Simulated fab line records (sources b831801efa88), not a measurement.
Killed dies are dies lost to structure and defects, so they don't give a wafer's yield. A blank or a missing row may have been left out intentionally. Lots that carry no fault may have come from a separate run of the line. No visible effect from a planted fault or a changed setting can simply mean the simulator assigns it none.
Which tool was responsible?	flow gf180mcu	72 wafers from 24 lots sampled at 5 of the route's 602 steps

## WHAT THE GAUGES SHOWED, per wafer
GF_DNWELL_TW_MEAS_09. Usual: DNWELL_TW gives 1331 (standard deviation 9.9).
lot	measured	on	DNWELL_TW	flag
L074	day 2 19:53	film metro-01	1337 1345 1345	
L075	day 3 00:10	film metro-04	1342 1345 1350	
L076	day 3 07:40	film metro-02	1321 1324 1322	
L077	day 3 10:22	film metro-02	1315 1323 1321	
L078	day 3 15:04	film metro-02	1318 1319 1320	
L079	day 3 21:52	film metro-02	1328 1324 1322	
L080	day 4 04:59	film metro-02	1321 1319 1317	
L081	day 4 14:43	film metro-04	1328 1331 1325	
L082	day 4 21:19	film metro-04	1333 1332 1332	
L083	day 4 21:28	film metro-04	1325 1325 1329	
L084	day 5 06:31	film metro-01	1331 1329 1323	
L085	day 5 12:39	film metro-02	1330 1335 1333	
L086	day 5 16:59	film metro-04	1330 1326 1331	
L088	day 6 02:55	film metro-02	1341 1347 1342	
L087	day 6 03:16	film metro-01	1335 1332 1343	
L090	day 6 11:25	film metro-04	1330 1328 1331	
L089	day 6 11:46	film metro-01	1338 1343 1346	
L091	day 6 16:46	film metro-01	1344 1336 1339	
L092	day 6 21:19	film metro-02	1333 1334 1330	
L093	day 7 04:01	film metro-04	1323 1328 1334	
L094	day 7 09:19	film metro-02	1326 1331 1335	
L095	day 7 10:51	film metro-01	1341 1348 1348	
L096	day 7 15:46	film metro-01	1342 1341 1346	
L097	day 7 20:40	film metro-02	1322 1316 1320	

GF_VT_IMPLANT_OVL_MEAS_07. Usual: VT_IMPLANT_OVL gives 0.4 nm (standard deviation 1.3).
lot	measured	on	VT_IMPLANT_OVL (nm)	flag
L074	day 5 14:47	overlay-01	-0.9 -0.6 0.6	
L075	day 5 16:55	overlay-02	0.1 3.3 0.7	
L076	day 6 01:28	overlay-02	-1.2 -1.8 -1.1	
L077	day 6 05:52	overlay-02	0.6 1.0 0.4	
L078	day 6 09:37	overlay-02	0.0 2.8 1.3	
L079	day 6 19:40	overlay-01	1.2 1.5 2.0	
L080	day 7 04:11	overlay-02	1.6 0.6 0.5	
L081	day 7 14:52	overlay-02	1.5 2.4 3.0	
L082	day 7 23:10	overlay-01	1.9 0.0 -0.5	
L083	day 8 00:04	overlay-02	2.4 1.9 2.3	
L084	day 8 11:22	overlay-01	2.4 3.2 2.0	
L085	day 8 17:58	overlay-02	0.0 2.0 1.1	
L086	day 8 23:01	overlay-02	-1.1 1.4 0.6	
L088	day 9 10:04	overlay-02	0.7 -1.7 -1.3	
L087	day 9 10:34	overlay-01	0.0 -0.6 0.9	
L090	day 9 20:46	overlay-01	1.0 0.2 1.7	
L089	day 9 22:19	overlay-02	0.8 -0.3 -0.5	
L091	day 10 02:52	overlay-01	-2.6 1.4 -1.0	
L092	day 10 08:31	overlay-01	1.2 2.1 -0.4	
L093	day 10 15:40	overlay-02	-1.1 0.1 -1.1	
L094	day 10 22:55	overlay-01	-0.5 1.8 1.0	
L095	day 11 00:08	overlay-01	0.2 0.6 0.4	
L096	day 11 07:19	overlay-02	-2.5 -1.5 -0.2	
L097	day 11 14:07	overlay-01	1.6 0.5 0.3	

GF_POLY_GATE_CD_MEAS_10 targets a cd of 280 nm. Usual: cd nm 279.8 nm, standard deviation 1.4.
lot	measured	on	cd nm (nm)	flag
L074	day 9 09:04	cd sem-01	281.9 280.4 281.1	
L075	day 9 09:42	cd sem-02	281.1 281.1 281.5	
L076	day 9 15:22	cd sem-01	282.8 281.4 281.9	
L077	day 9 20:22	cd sem-02	278.5 279.0 279.4	
L078	day 10 01:52	cd sem-01	280.3 279.9 280.9	
L079	day 10 14:13	cd sem-01	278.1 278.5 279.1	
L080	day 10 22:39	cd sem-02	281.8 282.1 280.7	
L081	day 11 10:44	cd sem-01	279.3 279.1 278.6	
L082	day 11 21:20	cd sem-01	280.8 281.8 281.6	
L083	day 11 23:16	cd sem-01	280.5 281.5 281.5	
L084	day 12 10:06	cd sem-01	278.1 278.3 279.2	
L085	day 12 20:36	cd sem-01	279.7 279.2 279.4	
L086	day 13 03:02	cd sem-01	280.1 280.6 279.5	
L088	day 13 16:30	cd sem-02	281.6 282.0 280.5	
L087	day 13 14:13	cd sem-01	278.7 279.0 278.9	
L090	day 14 01:16	cd sem-02	277.4 277.5 277.4	
L089	day 14 05:30	cd sem-01	279.0 279.3 279.0	
L091	day 14 08:40	cd sem-02	279.3 279.0 279.7	
L092	day 14 16:01	cd sem-02	279.6 279.1 278.9	
L093	day 14 23:48	cd sem-02	280.9 279.9 280.4	
L094	day 15 06:27	cd sem-01	277.1 275.6 277.8	
L095	day 15 09:18	cd sem-01	279.2 279.8 279.1	
L096	day 15 21:31	cd sem-02	281.0 278.9 280.2	
L097	day 16 04:37	cd sem-01	278.6 277.3 277.5	

GF_HV_LDD_TW_MEAS_11. Usual: HV_LDD_TW gives 2392 (standard deviation 19).
lot	measured	on	HV_LDD_TW	flag
L074	day 10 05:26	film metro-03	2418 2424 2413	
L075	day 10 06:04	film metro-01	2395 2402 2395	
L076	day 10 10:58	film metro-01	2381 2389 2380	
L077	day 10 15:31	film metro-03	2412 2410 2416	
L078	day 10 21:50	film metro-01	2387 2379 2394	
L079	day 11 11:07	film metro-01	2375 2378 2395	
L080	day 11 19:32	film metro-02	2371 2377 2376	
L081	day 12 07:16	film metro-02	2370 2365 2373	
L082	day 12 19:01	film metro-01	2389 2400 2398	
L083	day 12 20:13	film metro-01	2395 2390 2395	
L084	day 13 07:01	film metro-02	2381 2371 2352	
L085	day 13 18:46	film metro-03	2419 2424 2441	
L086	day 14 01:44	film metro-01	2402 2403 2394	
L088	day 14 15:49	film metro-03	2433 2433 2440	
L087	day 14 12:31	film metro-01	2385 2392 2384	
L090	day 15 00:31	film metro-02	2360 2378 2364	
L089	day 15 04:01	film metro-02	2372 2386 2369	
L091	day 15 07:10	film metro-01	2395 2384 2393	
L092	day 15 19:04	film metro-02	2378 2368 2375	
L093	day 16 02:25	film metro-01	2384 2380 2382	
L094	day 16 06:34	film metro-01	2380 2386 2390	
L095	day 16 10:19	film metro-01	2385 2381 2396	
L096	day 16 21:49	film metro-02	2383 2384 2397	
L097	day 17 05:04	film metro-03	2414 2416 2430	

## TOOL THAT RAN EACH LOT (tool first, then ch and the chambers of the sampled wafers, then the start)
lot	GF_VT_IMPLANT_STRIP_31
L074	plasma asher-02 ch 0,1, day 6 20:14
L075	plasma asher-01 ch 0,1, day 6 22:03
L076	plasma asher-01 ch 0,1, day 7 07:35
L077	plasma asher-02 ch 0,1, day 7 13:30
L078	plasma asher-03 ch 0,1, day 7 15:36
L079	plasma asher-02 ch 0,1, day 8 03:53
L080	plasma asher-03 ch 0,1, day 8 13:05
L081	plasma asher-01 ch 0,1, day 8 22:59
L082	plasma asher-03 ch 0,1, day 9 08:26
L083	plasma asher-03 ch 0,1, day 9 09:50
L084	plasma asher-01 ch 0, day 9 22:11
L085	plasma asher-03 ch 0,1, day 10 04:24
L086	plasma asher-03 ch 0,1, day 10 10:05
L088	plasma asher-03 ch 0, day 10 21:41
L087	plasma asher-01 ch 0, day 10 23:23
L090	plasma asher-02 ch 0,1, day 11 09:38
L089	plasma asher-02 ch 0,1, day 11 10:33
L091	plasma asher-01 ch 0,1, day 11 14:57
L092	plasma asher-01 ch 0,1, day 11 21:08
L093	plasma asher-01 ch 0,1, day 12 05:08
L094	plasma asher-03 ch 1, day 12 12:18
L095	plasma asher-02 ch 0,1, day 12 14:41
L096	plasma asher-03 ch 0,1, day 12 21:41
L097	plasma asher-03 ch 0,1, day 13 04:53
- GF_VT_IMPLANT_STRIP_31: strips in O2/N2.

## AS READ BY THE TOOLS THEMSELVES (means over the sampled wafers that have a number; for cases with no such wafer, the mark the record gives instead)
GF_VT_IMPLANT_STRIP_31. Usual: drypump motor current A 5.4 A, standard deviation 0.5; heater power w 331 W, standard deviation 21; oes product au 0.716 a.u., standard deviation 0.0048; strip time to endpoint s 12.64 s, standard deviation 0.042.
lot	tool	drypump motor current A (A)	heater power w (W)	oes product au (a.u.)	strip time to endpoint s (s)	flag
L074	plasma asher-02	5.7	336	0.717	12.67	
L075	plasma asher-01	5.8	344	0.717	12.67	
L076	plasma asher-01	5.8	347	0.718	12.61	
L077	plasma asher-02	5.7	334	0.716	12.63	
L078	plasma asher-03	5.0	314	0.713	12.70	
L079	plasma asher-02	5.5	353	0.721	12.62	
L080	plasma asher-03	4.9	312	0.715	12.60	
L081	plasma asher-01	5.9	348	0.716	12.68	
L082	plasma asher-03	5.0	316	0.716	12.72	
L083	plasma asher-03	4.8	315	0.716	12.64	
L084	plasma asher-01	5.6	344	0.717	12.62	
L085	plasma asher-03	5.0	310	0.716	12.60	
L086	plasma asher-03	5.0	318	0.711	12.56	
L088	plasma asher-03	4.7	316	0.717	12.61	
L087	plasma asher-01	5.6	344	0.715	12.59	
L090	plasma asher-02	5.7	332	0.720	12.63	
L089	plasma asher-02	5.7	328	0.717	12.68	
L091	plasma asher-01	5.8	346	0.715	12.62	
L092	plasma asher-01	5.9	351	0.715	12.61	
L093	plasma asher-01	5.9	341	0.715	12.66	
L094	plasma asher-03	5.2	317	0.711	12.66	
L095	plasma asher-02	5.7	329	0.714	12.62	
L096	plasma asher-03	5.0	314	0.716	12.63	
L097	plasma asher-03	5.0	310	0.715	12.67	

## THE ANSWER, worked out from the rows above alone
Rule: a lot counts as off when the mean over its wafers that have a number is more than 3 standard deviations away from the usual mean. A lot without any number at a reading at which 4 lots or more have one is off too. Where the step has rows for the other lots, those lots are counted as sound. The gauges are gone through in route order, then the tools' own readings, and for those a lot's mean is taken as printed above. At the first step where some lot is off, the reading lying furthest off is the one used; lots without a number count as furthest.
None of the lots is off at any reading shown; this tells nothing.

## WHAT THE SIMULATOR HAD PUT IN
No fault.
